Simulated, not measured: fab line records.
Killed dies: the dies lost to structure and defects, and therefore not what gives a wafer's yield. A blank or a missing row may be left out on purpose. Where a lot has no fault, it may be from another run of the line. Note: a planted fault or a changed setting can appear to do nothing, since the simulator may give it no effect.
A lot that was struck, set against a sound lot || flow gf180mcu || 19 steps out of a route of 602
Sound: the wafers L964.1, L964.2, L964.4. Wafers struck: L966.3, L966.4, L966.5. The cause is named last.
For every step that has rows: the tool of each side, followed by ch and its chambers, followed by its first start. Under that, the readings that differ: sound wafers || struck wafers || difference of the means || sigmas: that difference in standard deviations of wafers without a fault.
alike: words and numbers the same on both sides, and readings whose means are apart by under 2 such deviations; not compared: readings that were withheld, readings missing a value for some wafer, numbers with overlapping values and no deviation given by the record, and bounds like >300 which may hide the same value.
A row with sigmas, a row that says differs or no value, or rows on one side alone: a step with any of these is where the two part. Numbers that have no deviation but don't overlap get no sigmas and don't part them. A reading missing from all wafers of one side parts the sides only when that side holds two or more wafers.

GF_V1_ETCH_17: etches SiO2 in C4F8/O2/Ar, stops on TiN, target depth 630 nm.
  sound: rie diel-04 ch 1,2; struck: rie diel-04 ch 0,2
  alike: oes product au
then, 3 steps without rows for these wafers: GF_V1_STRIP_18 (strips in O2/N2); GF_V1_STRIP_19 (strips in post etch residue remover, time 1200 s); GF_V1_CLEAN_20 (cleans in DIW).
GF_V1_SPUTTER_21: material Ti, target thk 15 nm, time 80.02 s.
  sound on pvd sputter-03, day 22 07:19; struck on pvd sputter-03, day 22 22:40
  alike: cathode dc power W, chamber pressure pa, throttle valve pct
GF_V1_SPUTTER_22: material TiN, target thk 10 nm, time 40 s.
  sound on pvd sputter-03, day 22 07:22; struck on pvd sputter-03, day 22 22:44
{"reading": "cathode dc power W (W)", "sound": "3998.8 4000.1 3999.0", "struck": "4001.1 4001.0 4000.2", "difference": "+1.5", "sigmas": "+2"}
  alike: chamber pressure pa, throttle valve pct
GF_V1_CVD_23: deposits W, target thk 350 nm, time 105.05 s.
  sound on cvd w-02 ch 0,1, day 22 07:25; struck on cvd w-01 ch 0,1, day 22 22:48
  alike: heater power w
GF_V1_RS_MEAS_24: uses a four-point probe to measure.
  sound on film metro-02, day 22 07:31; struck on film metro-04, day 22 22:55
  alike: V1_W_RS
GF_V1_THK_MEAS_25: measures by xrf.
  sound on film metro-02, day 22 07:38; struck on film metro-04, day 22 23:01
  alike: V1_W_THK
then, 2 steps without rows for these wafers: GF_V1_CMP_26 (polishes, stops on SiO2, t overpolish 15 s, target thk 0 nm); GF_M2_SPUTTER_00 (material Ti, target thk 37.5 nm, time 150 s).
GF_M2_SPUTTER_01: material TiN, target thk 30 nm, time 25 s.
  sound on pvd sputter-04, day 22 08:06; struck on pvd sputter-03, day 22 23:28
  alike: cathode dc power W, chamber pressure pa, throttle valve pct
GF_M2_SPUTTER_02: material AlCu, target thk 450 nm, time 23.9 s.
  sound on pvd sputter-04, day 22 08:08; struck on pvd sputter-03, day 22 23:29
  no value came back on the struck wafers for cathode dc power W (W), chamber pressure pa (Pa), throttle valve pct (%); on the sound wafers cathode dc power W (W) reads 10603 10602 10600
then, 2 steps without rows for these wafers: GF_M2_SPUTTER_03 (material Ti, target thk 10 nm, time 6.7 s); GF_M2_SPUTTER_04 (material TiN, target thk 50 nm, time 41.7 s).
GF_M2_RS_MEAS_05: uses a four-point probe to measure.
  sound on film metro-02, day 22 08:14; struck on film metro-03, day 22 23:37
{"reading": "M2_ALCU_RS (ohm/sq)", "sound": "0.0688 0.0697 0.0699", "struck": "7.1728 7.1497 7.1513", "difference": "+7.0885", "sigmas": "+99 or more"}
GF_M2_THK_MEAS_06: measures by xrf.
  sound on film metro-02, day 22 08:21; struck on film metro-03, day 22 23:43
{"reading": "M2_ALCU_THK (nm)", "sound": "454 450 448", "struck": "<0 <0 <0", "difference": "differs", "sigmas": ""}
then, 1 step without rows for these wafers: GF_M2_DEHYDRATE_07 (time 60 s).
-- the record jumps here: 10 days lie between the struck wafers' starts before and after (it left off in module M2 and takes up again in module PASSIVATION, whose first step shown is number 602 of the route) --
GF_PASSIVATION_PROBE_99:
  only the struck wafers here have rows in the record (prober-01, day 32 18:56); the sound ones have none

## WHERE THEY PART
Earliest at GF_V1_SPUTTER_22; latest, in this record, at GF_PASSIVATION_PROBE_99.

WHY: the cause the simulator had injected
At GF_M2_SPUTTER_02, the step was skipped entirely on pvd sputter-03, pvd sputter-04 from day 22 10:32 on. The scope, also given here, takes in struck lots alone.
